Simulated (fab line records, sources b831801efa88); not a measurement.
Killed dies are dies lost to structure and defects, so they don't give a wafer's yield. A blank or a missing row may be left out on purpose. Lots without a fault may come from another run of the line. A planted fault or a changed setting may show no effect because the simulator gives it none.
One fault seen from 2 desks | flow sfq_line | each desk has only its own numbers; what lay behind them comes last

THE METROLOGY DESK
What the gauges read, lot by lot, whatever tool the lot ran on: means of the sampled wafers that have a number. A lot is out of limits, marked OUT, if its mean lies more than 4 standard deviations from the usual mean; the brackets give that distance.
Columns: A = I4_OVL at SFQ_I4_OVL_MEAS_928, usual -3 nm; B = JJ_NB_RS at SFQ_JJ_RS_MEAS_929, usual 1.052 ohm/sq; C = J5_OVL at SFQ_JJ_OVL_MEAS_931, usual 0 nm; D = M5_OVL at SFQ_M5_OVL_MEAS_932, usual 0 nm; E = M8_BOW at SFQ_M8_BOW_MEAS_951, usual 8 um
lot  | first seen here | A   | B     | C  | D  | E
L474 | day 62 13:29    | -12 | 1.054 | -2 | 6  | 1
L476 | day 62 19:54    | 0   | 1.061 | -1 | -1 | 13
L480 | day 63 03:06    | -11 | 1.056 | -1 | -4 | 12
L481 | day 63 06:42    | -9  | 1.040 | 5  | 5  | 8
L482 | day 63 11:30    | -7  | 1.062 | 1  | -5 | 48
L484 | day 63 17:30    | -1  | 1.033 | 0  | -4 | 26
This desk's finding: nothing out of limits on any of the 6 lots.

THE TOOL OWNER'S DESK: pvd_sputter-03
The tool's own readings at SFQ_TRILAYER_JJ_TRILAYER_DEP_SPUTTER_109 (material Nb, target thk 150 nm, time 100 s): means of the sampled wafers that have a number, for each lot that ran on this tool. A lot is out of limits, marked OUT, if its mean lies more than 4 standard deviations from the usual mean; the brackets give that distance.
Columns: A = cathode_dc_power_W at SFQ_TRILAYER_JJ_TRILAYER_DEP_SPUTTER_109, usual 2000.0 W; B = throttle_valve_pct at SFQ_TRILAYER_JJ_TRILAYER_DEP_SPUTTER_109, usual 29.8 %
lot  | first seen here | A                        | B
L474 | day 62 14:29    | 1999.7                   | 30.3
L481 | day 63 07:43    | 2181.4 (+99 or more) OUT | 29.6
L482 | day 63 12:29    | 2181.1 (+99 or more) OUT | 29.9
This desk's finding: out of limits on L481, L482; first on L481, day 63 07:43 (cathode_dc_power_W at SFQ_TRILAYER_JJ_TRILAYER_DEP_SPUTTER_109). In limits: L474.

PUT TOGETHER
The tool owner's desk could have raised an alarm at day 63 07:43, on L481, L482.
The metrology desk saw nothing out of limits.
The metrology desk has L481, L482 on record, within its limits.
Of the lots named, all ran SFQ_TRILAYER_JJ_TRILAYER_DEP_SPUTTER_109 on pvd_sputter-03.

WHAT THE SIMULATOR HAD PUT IN
Process parameter drift: pvd_sputter-03, from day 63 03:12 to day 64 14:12, at SFQ_TRILAYER_JJ_TRILAYER_DEP_SPUTTER_109. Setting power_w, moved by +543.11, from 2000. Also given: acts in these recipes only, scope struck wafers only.
Lots struck among those shown: L481, L482.
Hours from the fault's start to each desk's first reading out of limits: the tool owner's desk, 5.
